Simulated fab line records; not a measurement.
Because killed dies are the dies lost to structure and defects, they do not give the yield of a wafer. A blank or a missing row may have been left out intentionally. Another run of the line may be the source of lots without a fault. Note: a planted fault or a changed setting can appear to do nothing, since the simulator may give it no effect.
The tool behind it: which one? + flow gf180mcu + route of 602 steps, sampled at 1 step: 14 lots, 42 wafers

## WHAT THE GAUGES SHOWED, per wafer
GF_STI_THK_MEAS_30.
| lot  | measured    | on            | STI_OXIDATION_02_THK (nm) |
|------|-------------|---------------|---------------------------|
| L374 | day 2 06:26 | film_metro-03 | 9.87 10.10 10.20          |
| L376 | day 2 18:08 | film_metro-04 | 9.85 9.69 9.81            |
| L377 | day 2 21:54 | film_metro-04 | 9.81 9.90 9.92            |
| L379 | day 3 08:49 | film_metro-04 | 10.15 10.04 9.85          |
| L381 | day 3 17:36 | film_metro-02 | 9.88 9.88 9.96            |
| L382 | day 3 21:53 | film_metro-04 | 10.17 10.20 10.14         |
| L383 | day 4 04:23 | film_metro-04 | 9.93 9.91 9.81            |
| L386 | day 4 18:55 | film_metro-03 | 9.95 10.05 9.72           |
| L389 | day 5 13:13 | film_metro-03 | 9.97 9.96 9.99            |
| L390 | day 5 19:53 | film_metro-02 | 10.08 10.03 9.96          |
| L394 | day 6 15:31 | film_metro-03 | 10.05 9.93 9.92           |
| L395 | day 6 19:08 | film_metro-02 | 10.11 9.94 10.03          |
| L396 | day 6 23:40 | film_metro-03 | 9.60 9.77 9.68            |
| L397 | day 7 05:13 | film_metro-04 | 10.02 10.00 9.90          |

## TOOL THAT RAN EACH LOT (tool first, then ch and the chambers of the sampled wafers, then the start)
There is no process step in the record ahead of these readings.

## WHAT THE TOOLS THEMSELVES READ (means of the sampled wafers that have a number; where no wafer has one, the mark that the record gives instead)
The record holds no such reading with a usual standard deviation.

## THE ANSWER, worked out from the rows above alone
Rule: the usual values come from the lots themselves. The widest of any qualifying gaps counts: lots, ordered by their means at a reading, are off when they make up no more than a third of the lots, leave a main group of 4 or more, and stand apart from it by 3 or more times the standard deviation of that group's means. A main group is skipped when, at the precision printed for the reading in the tables above, its means are all equal. A lot without any number at a reading at which 4 lots or more have one is off too. Where the step has rows for the other lots, those lots are counted as sound. First the gauges in route order, then the tools' own readings, where a lot's mean is used as printed above. At the first step where some lot is off, the reading lying furthest off is the one used; lots without a number count as furthest.
None of the lots is off at any reading shown; this tells nothing.

## WHAT THE SIMULATOR HAD INSERTED
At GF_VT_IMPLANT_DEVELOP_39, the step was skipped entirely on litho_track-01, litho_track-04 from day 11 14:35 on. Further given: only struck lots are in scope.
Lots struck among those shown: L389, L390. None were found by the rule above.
